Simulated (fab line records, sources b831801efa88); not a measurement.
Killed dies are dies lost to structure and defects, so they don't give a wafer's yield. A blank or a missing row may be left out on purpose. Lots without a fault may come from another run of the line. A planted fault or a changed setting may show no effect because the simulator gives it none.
fab line records | flow sky130
record lots=10 wafers=28 last_day=50
route steps=708 shown METAL2@483 VIA2@509 PAD_OPEN@708
lots that met no fault: from a run of the same line without faults
start_h: hours from the record's first day to the start of the lot's first wafer shown | wait_h: hours since the lot's step before | " the same as in the row above | L1.1+2: a row that stands for several wafers | - no value, or no start given | * or withheld: withheld | < > ~ a bound
route shown NAME@n: a module of which the file shows steps, and the number in the route of the first | usual: mean/standard deviation of fault-free wafers | same: alike in all rows | chamber/n: place in a boat | sites: the reading at each site | _std_site: their standard deviation | _edge_site: outer sites' mean less inner sites' | radius_mm: how far each site lies from the wafer's centre | mask NAME#n: copy n | behind: the tool/chamber that last shaped the wafer | hold: why the lot was held/for how many hours/how that ended | device: the transistor (n, p or np) that didn't switch | end of line: the same wafers' tests at the end of the route | a step without rows: its recipe alone | killed: dies lost to structure and defects at the first sort, not the wafer's yield | map: a wafer's dies, x killed, . not, _ none there
set.NAME: the setting as run; set.NAME@STEP: as run at that earlier step | model.NAME: the simulator's own value behind a step, which no gauge read
steps of the route over a sample of lots; a table a step, a row a wafer
services: from which hour (start_h, from the record's first day; less than 0 if before it) a tool's chamber was out of use, for how many hours, and why
## steps
# step SKY_METAL2_SPUTTER_00
# recipe material=Ti target_thk_nm=15 power_w=3000 time_s=10 chamber_pressure_pa=0.4
# usual throttle_valve_pct=30.5/0.87
# columns lot.wafer tool chamber start_h wait_h throttle_valve_pct
L137.1 pvd_sputter-02 - 821.51 0.2 32.0
L137.3 " - " " 30.7
L137.6 " - " " 31.5
L138.1 pvd_sputter-04 - 822.72 0.1 30.1
L138.4 " - " " 30.4
L138.5 " - " " 30.2
L140.2 pvd_sputter-04 - 844.86 0.2 30.3
L140.5 " - " " 29.9
L140.6 " - " " 30.2
L143.2 pvd_sputter-02 - 875.93 0.2 31.9
L143.5 " - " " 31.5
L145.2 pvd_sputter-04 - 883.79 0.1 30.4
L145.4 " - " " 30.4
L154.3 pvd_sputter-01 - 932.05 0.1 28.9
L154.4 " - " " 29.9
L154.6 " - " " 30.0
L155.1 pvd_sputter-02 - 933.01 0.1 30.2
L155.4 " - " " 30.8
L155.5 " - " " 32.0
L156.1 pvd_sputter-04 - 933.67 0.2 30.7
L156.4 " - " " 30.4
L156.5 " - " " 30.3
L159.1 pvd_sputter-02 - 958.59 0.1 31.2
L159.2 " - " " 30.6
L159.6 " - " " 31.2
L160.1 pvd_sputter-04 - 961.57 0.2 30.4
L160.2 " - " " 30.0
L160.6 " - " " 30.2
# step SKY_VIA2_CMP_02
# recipe material=SiO2 down_force_psi=4 platen_rpm=60 pad_velocity_m_s=0.94248
# usual motor_current_A=11.5/1.8
# columns lot.wafer tool chamber start_h wait_h motor_current_A
L137.3 cmp-02 0 848.96 0.1 11.3
L137.1 " 2 " " 16.2
L137.6 " 3 " " 12.0
L138.1 cmp-01 0 849.22 0.1 8.8
L138.4 " 2 " " 13.2
L138.5 " 0 " " 8.6
L140.2 cmp-01 3 871.40 0.2 10.5
L140.5 " 0 " " 8.3
L140.6 " 1 " " 12.2
L143.2 cmp-01 3 903.24 0.2 10.7
L143.5 " 1 " " 12.6
L145.2 cmp-01 0 910.22 0.0 8.5
L145.4 " 1 " " 13.3
L154.4 cmp-02 2 956.68 0.0 14.7
L154.3 " 1 " " 11.3
L154.6 " 2 " " 14.8
L155.1 cmp-02 3 958.57 0.1 11.6
L155.4 " 1 " " 11.1
L155.5 " 3 " " 12.0
L156.1 cmp-02 3 959.71 0.1 11.6
L156.4 " 1 " " 11.1
L156.5 " 3 " " 11.9
L159.1 cmp-02 3 983.37 0.1 12.0
L159.2 " 0 " " 11.6
L159.6 " 1 " " 11.2
L160.1 cmp-02 3 986.81 0.1 12.2
L160.2 " 0 " " 11.2
L160.6 " 1 " " 11.3
# step SKY_VIA2_CD_MEAS_12
# recipe target_cd_nm=200
# usual cd_nm=200.1/1.6
# columns lot.wafer tool chamber start_h wait_h cd_nm
L137.1 cd_sem-01 - 875.09 - 199.0
L137.3 " - " " 200.5
L137.6 " - " " 200.9
L138.1 cd_sem-01 - 875.80 - 199.5
L138.4 " - " " 199.5
L138.5 " - " " 201.6
L140.2 cd_sem-01 - 897.47 - 201.8
L140.5 " - " " 200.9
L140.6 " - " " 203.1
L143.2 cd_sem-02 - 928.52 - 201.8
L143.5 " - " " 201.0
L145.2 cd_sem-02 - 934.57 - 198.8
L145.4 " - " " 200.1
L154.3 cd_sem-01 - 980.69 - 198.4
L154.4 " - " " 199.2
L154.6 " - " " 198.8
L155.1 cd_sem-01 - 982.22 - 198.4
L155.4 " - " " 198.3
L155.5 " - " " 200.6
L156.1 cd_sem-01 - 983.95 - 201.7
L156.4 " - " " 201.3
L156.5 " - " " 199.8
L159.1 cd_sem-02 - 1006.40 - 200.2
L159.2 " - " " 200.0
L159.6 " - " " 201.7
L160.1 cd_sem-01 - 1010.05 - 199.5
L160.2 " - " " 198.3
L160.6 " - " " 199.6
# step SKY_VIA2_ETCH_15
# recipe target=SiO2 chemistry=C4F8/O2/Ar target_depth_nm=546 stop_on=TiN mask_material=KrF-thick source_w=1500 bias_w=1200 pressure_mtorr=40 c4f8_flow_sccm=withheld O2_flow_sccm=6 Ar_flow_sccm=300 time_s=84
# usual oes_product_au=0.941/0.0044
# columns lot.wafer tool chamber start_h wait_h oes_product_au rf_hours_counter_h
L137.1 rie_diel-04 1 875.28 0.0 0.931 8
L137.3 " 2 " " 0.941 23
L137.6 " 1 " " 0.937 -
L138.1 rie_diel-02 1 876.00 0.0 0.934 7
L138.4 " 0 " " 0.948 7
L138.5 " 0 " " 0.941 -
L140.2 rie_diel-02 2 897.65 0.0 0.941 6
L140.5 " 3 " " 0.945 -
L140.6 " 2 " " 0.948 -
L143.2 rie_diel-02 2 928.70 0.0 0.883 7
L143.5 " 2 " " 0.940 -
L145.2 rie_diel-03 1 934.77 0.0 0.890 8
L145.4 " 1 " " 0.883 -
L154.3 rie_diel-02 1 980.85 0.0 0.946 10
L154.4 " 3 " " 0.937 9
L154.6 " 1 " " 0.933 -
L155.1 rie_diel-04 3 982.42 0.0 0.939 10
L155.4 " 2 " " 0.941 26
L155.5 " 2 " " 0.939 -
L156.1 rie_diel-04 1 984.15 0.0 0.948 12
L156.4 " 2 " " 0.943 26
L156.5 " 3 " " 0.946 -
L159.1 rie_diel-04 0 1006.60 0.0 0.937 22
L159.2 " 2 " " 0.937 27
L159.6 " 0 " " 0.938 -
L160.1 rie_diel-04 3 1010.25 0.0 0.946 11
L160.2 " 2 " " 0.940 27
L160.6 " 1 " " 0.935 -
# step SKY_VIA2_CMP_24
# recipe stop_on=SiO2 t_overpolish_s=20 down_force_psi=3.5 platen_rpm=60 target_thk_nm=0 pad_velocity_m_s=0.94248
# usual motor_current_A=10.5/1.6
# columns lot.wafer tool chamber start_h wait_h motor_current_A
L137.3 cmp-01 3 876.31 0.0 9.5
L137.1 " 1 " " 11.3
L137.6 " 0 " " 8.0
L138.4 cmp-02 3 877.13 0.1 10.9
L138.1 " 0 " " 10.0
L138.5 " 1 " " 9.8
L140.2 cmp-02 1 898.85 0.2 10.5
L140.5 " 2 " " 13.7
L140.6 " 3 " " 11.0
L143.2 cmp-01 1 930.48 0.7 11.6
L143.5 " 0 " " 8.1
L145.2 cmp-01 3 935.93 0.1 9.6
L145.4 " 0 " " 7.9
L154.4 cmp-01 2 981.97 0.1 11.2
L154.3 " 3 " " 9.7
L154.6 " 0 " " 8.1
L155.4 cmp-02 0 983.57 0.1 10.3
L155.1 " 1 " " 10.0
L155.5 " 1 " " 10.6
L156.4 cmp-01 2 985.22 0.1 11.4
L156.1 " 0 " " 8.2
L156.5 " 1 " " 11.4
L159.1 cmp-02 3 1007.63 0.1 11.0
L159.2 " 2 " " 14.9
L159.6 " 0 " " 10.2
L160.2 cmp-01 3 1011.52 0.3 9.7
L160.1 " 2 " " 11.8
L160.6 " 3 " " 9.3
# step SKY_PAD_OPEN_PROBE_99
# usual defect_limited_yield=82.3/1.8 killed_at_M0_to_M3=44/6.9 killed_at_M4_up=3.3/1.7 killed_at_contacts=24/5.5 killed_at_front_end=16/4.5 killed_at_other=0.2/0.46 killed_dies=87/9.1 killed_open=48/7.3 killed_short=39/6.2 sort_bin_3_pad_short=0.9/0.4 sort_bin_5_function=10.4/1.5 sort_bin_6_memory=6.4/1.2 sort_n_pass=405/9.1 sort_yield_pct=82.3/1.8
# same gross_dies=492 killed_at_back_side=0 sort_bin_4_leakage[%]=0 sort_bin_8_speed[%]=0
# columns lot.wafer tool chamber start_h wait_h defect_limited_yield[%] killed_at_M0_to_M3 killed_at_M4_up killed_at_contacts killed_at_front_end killed_at_other killed_dies killed_open killed_short sort_bin_3_pad_short[%] sort_bin_5_function[%] sort_bin_6_memory[%] sort_n_pass sort_yield_pct[%]
L137.1 prober-01 - 1097.86 0.1 83.7 38 0 26 16 0 80 45 34 1.0 9.3 5.9 412 83.7
L137.3 prober-01 - 1097.96 0.2 79.1 52 4 25 21 1 103 62 40 1.0 13.0 6.9 389 79.1
L137.6 prober-01 - 1098.11 0.2 82.5 43 1 25 17 0 86 50 33 0.6 10.0 6.9 406 82.5
L138.1 prober-02 - 1098.37 0.1 82.3 40 5 22 20 0 87 50 37 1.0 9.3 7.3 405 82.3
L138.4 prober-02 - 1098.52 0.2 81.9 42 5 27 15 0 89 53 36 1.2 10.6 6.3 403 81.9
L138.5 prober-02 - 1098.57 0.2 81.1 45 8 24 16 0 93 46 47 1.2 12.0 5.7 399 81.1
L140.2 prober-01 - 1114.64 0.1 84.1 38 3 29 8 0 78 48 30 0.8 9.6 5.5 414 84.1
L140.5 prober-01 - 1114.79 0.2 81.5 48 4 20 18 1 91 47 44 1.0 11.6 5.9 401 81.5
L140.6 prober-01 - 1114.84 0.2 84.3 40 3 19 15 0 77 37 39 1.4 9.3 4.9 415 84.3
L143.2 prober-02 - 1142.17 0.1 83.1 45 5 22 11 0 83 42 39 1.4 9.8 5.7 409 83.1
L143.5 prober-02 - 1142.32 0.2 81.7 43 4 26 16 1 90 45 41 0.4 11.6 6.3 402 81.7
L145.2 prober-02 - 1146.20 0.1 83.1 38 4 30 11 0 83 44 39 0.6 8.7 7.5 409 83.1
L145.4 prober-02 - 1146.30 0.2 79.9 53 5 28 13 0 99 54 45 1.0 10.8 8.3 393 79.9
L154.3 prober-02 - 1179.51 0.2 80.3 53 4 29 11 0 97 60 37 1.2 11.2 7.3 395 80.3
L154.4 prober-02 - 1179.56 0.2 81.1 47 1 22 21 2 93 45 48 1.0 12.0 5.9 399 81.1
L154.6 prober-02 - 1179.66 0.2 82.7 42 1 26 16 0 85 49 36 1.0 10.4 5.9 407 82.7
L155.1 prober-01 - 1180.42 0.1 82.3 38 3 28 18 0 87 40 47 1.6 9.8 6.3 405 82.3
L155.4 prober-01 - 1180.57 0.2 81.5 41 4 29 17 0 91 52 39 0.2 11.0 7.3 401 81.5
L155.5 prober-01 - 1180.62 0.2 77.8 63 5 26 15 0 109 56 53 1.0 13.6 7.5 383 77.8
L156.1 prober-02 - 1183.12 0.1 82.1 40 2 25 21 0 88 47 41 0.6 10.8 6.5 404 82.1
L156.4 prober-02 - 1183.27 0.2 82.9 47 2 20 15 0 84 50 34 1.0 8.1 7.9 408 82.9
L156.5 prober-02 - 1183.32 0.2 85.6 37 3 17 13 1 71 37 34 0.4 7.9 6.1 421 85.6
L159.1 prober-01 - 1197.10 0.1 83.1 39 2 27 15 0 83 43 40 1.2 8.1 7.5 409 83.1
L159.2 prober-01 - 1197.15 0.1 83.1 52 2 15 14 0 83 42 41 1.0 11.8 4.1 409 83.1
L159.6 prober-01 - 1197.35 0.2 84.3 40 2 20 14 1 77 37 40 0.8 9.3 5.5 415 84.3
L160.1 prober-02 - 1200.02 0.1 85.4 39 5 19 9 0 72 51 21 0.6 8.1 5.9 420 85.4
L160.2 prober-02 - 1200.07 0.1 78.7 66 4 22 13 0 105 61 44 1.2 12.0 8.1 387 78.7
L160.6 prober-02 - 1200.27 0.2 86.2 36 3 20 9 0 68 43 25 0.6 8.5 4.7 424 86.2
# killed by level:class
L137.1 LI_CONTACT:geometric_particle:open=10 METAL1:geometric_particle:short=9 CONTACT:geometric_particle:open=8 VIA2:geometric_particle:open=7 VIA1:geometric_particle:short=5 VIA1:geometric_particle:open=5 LOCAL_INTERCONNECT:geometric_particle:short=4 VIA2:geometric_particle:short=4
L137.3 VIA1:geometric_particle:open=13 CONTACT:geometric_particle:open=10 VIA3:geometric_particle:open=9 LI_CONTACT:geometric_particle:open=7 VIA1:geometric_particle:short=7 METAL2:geometric_particle:short=6 FIELD_ISO:geometric_particle:open=5 CONTACT:geometric_particle:short=4
L137.6 VIA1:geometric_particle:open=14 CONTACT:geometric_particle:open=10 LI_CONTACT:geometric_particle:open=6 LOCAL_INTERCONNECT:geometric_particle:short=5 METAL1:geometric_particle:short=5 VIA2:geometric_particle:short=5 FIELD_ISO:geometric_particle:short=4 VIA3:geometric_particle:open=4
L138.1 LI_CONTACT:geometric_particle:open=8 CONTACT:geometric_particle:open=8 VIA1:geometric_particle:open=6 FIELD_ISO:geometric_particle:open=6 POLY_GATE:geometric_particle:open=6 METAL2:geometric_particle:short=6 FIELD_ISO:geometric_particle:short=5 VIA2:geometric_particle:open=5
L138.4 CONTACT:geometric_particle:open=13 VIA1:geometric_particle:open=10 VIA2:geometric_particle:open=10 FIELD_ISO:geometric_particle:short=8 VIA3:geometric_particle:open=8 LI_CONTACT:geometric_particle:open=5 LI_CONTACT:geometric_particle:short=4 METAL2:geometric_particle:short=4
L138.5 LI_CONTACT:geometric_particle:open=8 VIA1:geometric_particle:open=8 METAL1:geometric_particle:short=7 VIA3:geometric_particle:open=7 CONTACT:geometric_particle:open=7 METAL4:geometric_particle:short=7 POLY_GATE:geometric_particle:short=5 POLY_GATE:geometric_particle:open=5
L140.2 VIA1:geometric_particle:open=13 LI_CONTACT:geometric_particle:open=11 CONTACT:geometric_particle:open=10 LOCAL_INTERCONNECT:geometric_particle:short=5 VIA2:geometric_particle:open=4 METAL2:geometric_particle:short=4 METAL1:geometric_particle:short=3 VIA1:geometric_particle:short=3
L140.5 VIA1:geometric_particle:open=9 VIA3:geometric_particle:open=9 METAL1:geometric_particle:short=7 LI_CONTACT:geometric_particle:open=6 FIELD_ISO:geometric_particle:short=5 POLY_GATE:geometric_particle:open=5 LOCAL_INTERCONNECT:geometric_particle:short=5 CONTACT:geometric_particle:short=5
L140.6 VIA1:geometric_particle:open=9 FIELD_ISO:geometric_particle:short=6 METAL2:geometric_particle:short=6 CONTACT:geometric_particle:open=6 LI_CONTACT:geometric_particle:open=5 VIA2:geometric_particle:open=5 METAL3:geometric_particle:short=5 VIA3:geometric_particle:open=5
L143.2 VIA3:geometric_particle:open=8 CONTACT:geometric_particle:open=7 METAL2:geometric_particle:short=7 VIA2:geometric_particle:open=7 VIA1:geometric_particle:short=6 LI_CONTACT:geometric_particle:open=6 METAL1:geometric_particle:short=6 VIA1:geometric_particle:open=6
L143.5 CONTACT:geometric_particle:open=10 VIA2:geometric_particle:open=8 METAL2:geometric_particle:short=8 VIA3:geometric_particle:open=7 LI_CONTACT:geometric_particle:open=6 CONTACT:geometric_particle:short=6 VIA1:geometric_particle:open=6 FIELD_ISO:geometric_particle:short=5
L145.2 CONTACT:geometric_particle:open=12 VIA1:geometric_particle:open=9 LI_CONTACT:geometric_particle:open=5 LOCAL_INTERCONNECT:geometric_particle:short=5 VIA1:geometric_particle:short=5 VIA2:geometric_particle:open=5 VIA3:geometric_particle:short=5 VIA3:geometric_particle:open=4
L145.4 VIA1:geometric_particle:open=15 VIA1:geometric_particle:short=9 CONTACT:geometric_particle:open=8 VIA2:geometric_particle:open=8 FIELD_ISO:geometric_particle:short=7 LI_CONTACT:geometric_particle:open=7 VIA3:geometric_particle:open=7 LOCAL_INTERCONNECT:geometric_particle:short=5
L154.3 VIA2:geometric_particle:open=13 CONTACT:geometric_particle:open=13 VIA3:geometric_particle:open=12 VIA1:geometric_particle:open=9 METAL1:geometric_particle:short=6 FIELD_ISO:geometric_particle:short=5 LI_CONTACT:geometric_particle:open=5 LI_CONTACT:geometric_particle:short=4
L154.4 VIA1:geometric_particle:open=9 VIA2:geometric_particle:open=9 FIELD_ISO:geometric_particle:short=7 METAL2:geometric_particle:short=7 METAL1:geometric_particle:short=6 CONTACT:geometric_particle:open=6 CONTACT:geometric_particle:short=6 FIELD_ISO:geometric_particle:open=5
L154.6 CONTACT:geometric_particle:open=13 VIA1:geometric_particle:open=10 VIA2:geometric_particle:open=8 CONTACT:geometric_particle:short=7 METAL2:geometric_particle:short=6 FIELD_ISO:geometric_particle:open=5 VIA3:geometric_particle:short=4 VIA3:geometric_particle:open=4
L155.1 CONTACT:geometric_particle:open=13 METAL1:geometric_particle:short=10 CONTACT:geometric_particle:short=8 VIA3:geometric_particle:open=6 LOCAL_INTERCONNECT:geometric_particle:short=5 FIELD_ISO:geometric_particle:open=4 POLY_GATE:geometric_particle:short=4 VIA3:geometric_particle:short=4
L155.4 LI_CONTACT:geometric_particle:open=11 VIA1:geometric_particle:open=10 CONTACT:geometric_particle:open=8 FIELD_ISO:geometric_particle:open=6 METAL1:geometric_particle:short=6 LOCAL_INTERCONNECT:geometric_particle:short=5 METAL2:geometric_particle:short=5 VIA2:geometric_particle:open=5
L155.5 VIA1:geometric_particle:open=16 METAL1:geometric_particle:short=12 CONTACT:geometric_particle:open=9 VIA2:geometric_particle:open=9 METAL3:geometric_particle:short=6 LI_CONTACT:geometric_particle:open=6 CONTACT:geometric_particle:short=6 FIELD_ISO:geometric_particle:open=5
L156.1 VIA2:geometric_particle:open=10 CONTACT:geometric_particle:open=8 VIA1:geometric_particle:open=8 LI_CONTACT:geometric_particle:open=7 METAL1:geometric_particle:short=7 FIELD_ISO:geometric_particle:short=6 FIELD_ISO:geometric_particle:open=5 CONTACT:geometric_particle:short=5
L156.4 VIA1:geometric_particle:open=12 VIA2:geometric_particle:open=8 LI_CONTACT:geometric_particle:open=7 CONTACT:geometric_particle:open=7 VIA2:geometric_particle:short=6 METAL1:geometric_particle:short=5 FIELD_ISO:geometric_particle:open=4 LOCAL_INTERCONNECT:geometric_particle:short=4
L156.5 METAL2:geometric_particle:short=6 LI_CONTACT:geometric_particle:open=5 CONTACT:geometric_particle:short=5 VIA1:geometric_particle:short=5 VIA3:geometric_particle:open=5 FIELD_ISO:geometric_particle:open=4 POLY_GATE:geometric_particle:open=4 VIA2:geometric_particle:open=4
L159.1 VIA1:geometric_particle:open=9 VIA3:geometric_particle:open=8 LOCAL_INTERCONNECT:geometric_particle:short=7 LI_CONTACT:geometric_particle:open=6 CONTACT:geometric_particle:short=6 POLY_GATE:geometric_particle:open=5 CONTACT:geometric_particle:open=5 VIA1:geometric_particle:short=5
L159.2 VIA2:geometric_particle:open=9 VIA1:geometric_particle:open=9 VIA3:geometric_particle:open=9 METAL2:geometric_particle:short=7 METAL1:geometric_particle:short=7 CONTACT:geometric_particle:open=6 VIA1:geometric_particle:short=5 POLY_GATE:geometric_particle:short=4
L159.6 METAL2:geometric_particle:short=9 VIA1:geometric_particle:open=8 CONTACT:geometric_particle:short=6 LI_CONTACT:geometric_particle:open=5 FIELD_ISO:geometric_particle:short=4 FIELD_ISO:geometric_particle:open=4 LOCAL_INTERCONNECT:geometric_particle:short=4 CONTACT:geometric_particle:open=4
L160.1 CONTACT:geometric_particle:open=10 VIA3:geometric_particle:open=8 VIA2:geometric_particle:open=6 METAL2:geometric_particle:short=5 METAL2:geometric_particle:open=5 LI_CONTACT:geometric_particle:open=4 POLY_GATE:geometric_particle:open=3 METAL1:geometric_particle:short=3
L160.2 VIA1:geometric_particle:open=18 VIA3:geometric_particle:open=10 METAL1:geometric_particle:short=9 LI_CONTACT:geometric_particle:open=7 VIA2:geometric_particle:open=7 CONTACT:geometric_particle:open=6 LOCAL_INTERCONNECT:geometric_particle:short=5 VIA3:geometric_particle:short=5
L160.6 VIA1:geometric_particle:open=10 CONTACT:geometric_particle:open=8 LI_CONTACT:geometric_particle:open=7 VIA2:geometric_particle:open=7 METAL1:geometric_particle:short=4 CONTACT:geometric_particle:short=3 VIA1:geometric_particle:short=3 METAL2:geometric_particle:short=3
## services
# columns tool chamber start_h hours kind
rie_diel-03 - 808.84 0.5 repair
pvd_sputter-04 - 819.20 1.4 repair
rie_diel-02 2 827.57 9.4 repair
cmp-02 - 829.58 0.8 repair
cmp-01 - 837.63 7.8 pm
cmp-01 - 874.58 1.3 repair
cmp-01 - 912.00 4.0 pm
pvd_sputter-01 - 923.36 0.9 repair
pvd_sputter-02 - 924.80 1.3 repair
cmp-02 - 927.84 27.9 repair
rie_diel-03 3 928.05 8.1 repair
rie_diel-03 2 929.55 5.7 repair
rie_diel-04 3 946.87 6.0 repair
rie_diel-02 3 947.82 7.6 repair
rie_diel-04 0 951.33 2.6 repair
rie_diel-02 - 969.47 0.9 repair
cmp-02 - 976.24 0.5 repair
cmp-02 - 981.77 1.3 repair
rie_diel-02 1 988.83 3.3 repair
pvd_sputter-01 - 989.38 2.5 repair
cmp-02 - 991.71 1.6 repair
rie_diel-03 2 997.11 8.1 repair
pvd_sputter-02 - 1006.46 2.3 repair
cmp-02 - 1010.55 8.2 repair
## key
first_sign step=SKY_VIA2_ETCH_15 reading=oes_product_au direction=down sigmas=13 usual=0.941 struck=0.885
effect none on later readings
met_at SKY_VIA2_CMP_02
struck_lots L143,L145
struck_wafers L143.2,L145.2,L145.4
not_acting_at SKY_METAL2_SPUTTER_00,SKY_VIA2_CD_MEAS_12,SKY_VIA2_CMP_24
onset_between 871.40 903.24
fault kind=process_parameter_drift tool=cmp-01 chamber=- onset_h=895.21 steps=SKY_VIA2_CMP_02 channel=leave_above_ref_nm offset=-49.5 shape=step end_h=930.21 scope=struck_wafers_only acts_in=these_recipes_only stated=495
